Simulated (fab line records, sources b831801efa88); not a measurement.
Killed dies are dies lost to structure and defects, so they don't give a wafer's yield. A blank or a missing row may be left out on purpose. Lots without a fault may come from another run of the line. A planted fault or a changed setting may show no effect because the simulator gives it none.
Which tool did it? | flow gf180mcu | 14 lots, 42 wafers sampled, at 4 steps of a route of 602

WHAT THE GAUGES READ, wafer by wafer
GF_CONTACT_OVL_MEAS_15. Usual: CONTACT_OVL -1 nm, standard deviation 5.1.
lot  | measured     | on         | CONTACT_OVL (nm) | flag
L654 | day 16 00:50 | overlay-02 | 0 11 11          |
L657 | day 17 05:32 | overlay-01 | 7 2 -7           |
L658 | day 17 19:55 | overlay-02 | 0 -13 -6         |
L659 | day 17 20:59 | overlay-02 | 1 -12 -14        |
L660 | day 18 16:52 | overlay-02 | -8 8 -3          |
L661 | day 18 18:29 | overlay-02 | -1 -4 3          |
L665 | day 20 04:42 | overlay-02 | 3 4 -2           |
L668 | day 21 11:14 | overlay-01 | 5 -1 1           |
L669 | day 21 20:23 | overlay-02 | -8 0 -11         |
L670 | day 22 11:15 | overlay-01 | 2 -5 -13         |
L671 | day 22 11:58 | overlay-02 | -4 -2 7          |
L672 | day 22 16:00 | overlay-01 | 4 -2 -6          |
L674 | day 23 12:49 | overlay-01 | -1 -3 -5         |
L676 | day 23 22:38 | overlay-02 | 6 5 0            |

GF_M1_CD_MEAS_14: target cd 230 nm. Usual: cd_nm 230.3 nm, standard deviation 1.2.
lot  | measured     | on        | cd_nm (nm)        | flag
L654 | day 17 00:10 | cd_sem-01 | 231.1 231.5 231.1 |
L657 | day 18 05:36 | cd_sem-02 | 229.1 230.3 230.1 |
L658 | day 18 21:39 | cd_sem-02 | 228.4 228.9 229.5 |
L659 | day 18 22:36 | cd_sem-01 | 229.4 229.5 230.1 |
L660 | day 19 18:53 | cd_sem-01 | 229.5 230.4 229.0 |
L661 | day 19 20:15 | cd_sem-01 | 228.9 230.6 230.8 |
L665 | day 21 06:25 | cd_sem-02 | 232.3 231.5 231.9 |
L668 | day 22 12:12 | cd_sem-01 | 230.6 230.7 230.0 |
L669 | day 22 21:13 | cd_sem-02 | 230.8 231.4 231.7 |
L670 | day 23 11:23 | cd_sem-02 | 229.5 229.6 230.1 |
L671 | day 23 11:43 | cd_sem-01 | 230.3 231.7 230.9 |
L672 | day 23 15:49 | cd_sem-01 | 232.1 230.6 230.4 |
L674 | day 24 12:31 | cd_sem-02 | 231.6 230.6 228.4 |
L676 | day 24 21:37 | cd_sem-02 | 230.2 231.8 230.4 |

WHICH TOOL RAN EACH LOT (tool, then ch and the chambers of the sampled wafers, then the start)
lot  | GF_SALICIDE_RTA_06               | GF_M1_SPUTTER_01
L654 | rtp_anneal-02 ch 0, day 15 02:38 | pvd_sputter-03, day 16 02:07
L657 | rtp_anneal-01 ch 0, day 16 05:59 | pvd_sputter-03, day 17 06:49
L658 | rtp_anneal-01 ch 0, day 16 21:00 | pvd_sputter-02, day 17 21:31
L659 | rtp_anneal-01 ch 0, day 16 21:18 | pvd_sputter-01, day 17 22:23
L660 | rtp_anneal-01 ch 0, day 17 16:22 | pvd_sputter-01, day 18 18:09
L661 | rtp_anneal-02 ch 0, day 17 17:40 | pvd_sputter-03, day 18 19:46
L665 | rtp_anneal-02 ch 0, day 19 03:40 | pvd_sputter-01, day 20 05:58
L668 | rtp_anneal-02 ch 0, day 20 10:23 | pvd_sputter-03, day 21 12:37
L669 | rtp_anneal-01 ch 0, day 20 19:49 | pvd_sputter-02, day 21 21:40
L670 | rtp_anneal-02 ch 0, day 21 10:28 | pvd_sputter-03, day 22 12:39
L671 | rtp_anneal-01 ch 0, day 21 11:23 | pvd_sputter-01, day 22 13:14
L672 | rtp_anneal-02 ch 0, day 21 15:45 | pvd_sputter-03, day 22 17:16
L674 | rtp_anneal-01 ch 0, day 22 13:01 | pvd_sputter-01, day 23 14:06
L676 | rtp_anneal-02 ch 0, day 22 22:42 | pvd_sputter-03, day 24 00:02
- GF_SALICIDE_RTA_06: time 30 s.
- GF_M1_SPUTTER_01: material TiN, target thk 30 nm, time 25 s.

WHAT THE TOOLS THEMSELVES READ (means of the sampled wafers that have a number; where no wafer has one, the mark that the record gives instead)
GF_SALICIDE_RTA_06. Usual: lamp_power_pct 6.84 %, standard deviation 0.2; wafer_temp_C_max 532.4, standard deviation 0.56.
lot  | tool          | lamp_power_pct (%) | wafer_temp_C_max | flag
L654 | rtp_anneal-02 | 7.02               | 532.8            |
L657 | rtp_anneal-01 | 6.62               | 531.4            |
L658 | rtp_anneal-01 | 6.61               | 532.5            |
L659 | rtp_anneal-01 | 6.62               | 532.2            |
L660 | rtp_anneal-01 | 6.62               | 532.2            |
L661 | rtp_anneal-02 | 7.03               | 533.0            |
L665 | rtp_anneal-02 | 7.03               | 532.7            |
L668 | rtp_anneal-02 | 7.02               | 532.3            |
L669 | rtp_anneal-01 | 6.63               | 532.5            |
L670 | rtp_anneal-02 | 7.02               | 532.6            |
L671 | rtp_anneal-01 | 6.61               | 532.3            |
L672 | rtp_anneal-02 | 7.03               | 532.5            |
L674 | rtp_anneal-01 | 6.61               | 532.1            |
L676 | rtp_anneal-02 | 7.02               | 532.5            |

GF_M1_SPUTTER_01. Usual: cathode_dc_power_W 6500.1 W, standard deviation 1.3; chamber_pressure_pa 0.3999 Pa, standard deviation 0.00074; throttle_valve_pct 30.1 %, standard deviation 1.
lot  | tool           | cathode_dc_power_W (W) | chamber_pressure_pa (Pa) | throttle_valve_pct (%) | flag
L654 | pvd_sputter-03 | 6499.2                 | 0.4006                   | 30.1                   |
L657 | pvd_sputter-03 | 6500.0                 | 0.3996                   | 30.9                   |
L658 | pvd_sputter-02 | 6500.5                 | 0.3996                   | 30.5                   |
L659 | pvd_sputter-01 | 6500.6                 | 0.3992                   | 29.3                   |
L660 | pvd_sputter-01 | -                      | -                        | -                      | OFF
L661 | pvd_sputter-03 | -                      | -                        | -                      | OFF
L665 | pvd_sputter-01 | 6501.3                 | 0.3995                   | 29.2                   |
L668 | pvd_sputter-03 | 6501.1                 | 0.3990                   | 30.2                   |
L669 | pvd_sputter-02 | 6500.7                 | 0.4007                   | 31.0                   |
L670 | pvd_sputter-03 | 6500.6                 | 0.4003                   | 30.3                   |
L671 | pvd_sputter-01 | 6498.2                 | 0.3997                   | 28.9                   |
L672 | pvd_sputter-03 | 6500.2                 | 0.4006                   | 30.6                   |
L674 | pvd_sputter-01 | 6499.7                 | 0.3994                   | 29.5                   |
L676 | pvd_sputter-03 | 6500.6                 | 0.3996                   | 31.5                   |

THE ANSWER, worked out from the rows above alone
Rule: a lot is off if the mean of its wafers that have a number lies more than 3 standard deviations from the usual mean. A lot without any number at a reading at which 4 lots or more have one is off too. The other lots that the step has rows for count as sound. The gauges are gone through in route order, then the tools' own readings, and for those a lot's mean is taken as printed above. The first step at which some lot is off is used, and at that step the reading that is off furthest; a lot without a number counts as furthest.
Off: L660, L661, at GF_M1_SPUTTER_01 (cathode_dc_power_W). Without a number there: L660, L661.
A tool fits if, at that step or a process step before it, it ran every lot that is off, and no sound lot after the first of them. None of those tried fits.

WHAT THE SIMULATOR HAD PUT IN
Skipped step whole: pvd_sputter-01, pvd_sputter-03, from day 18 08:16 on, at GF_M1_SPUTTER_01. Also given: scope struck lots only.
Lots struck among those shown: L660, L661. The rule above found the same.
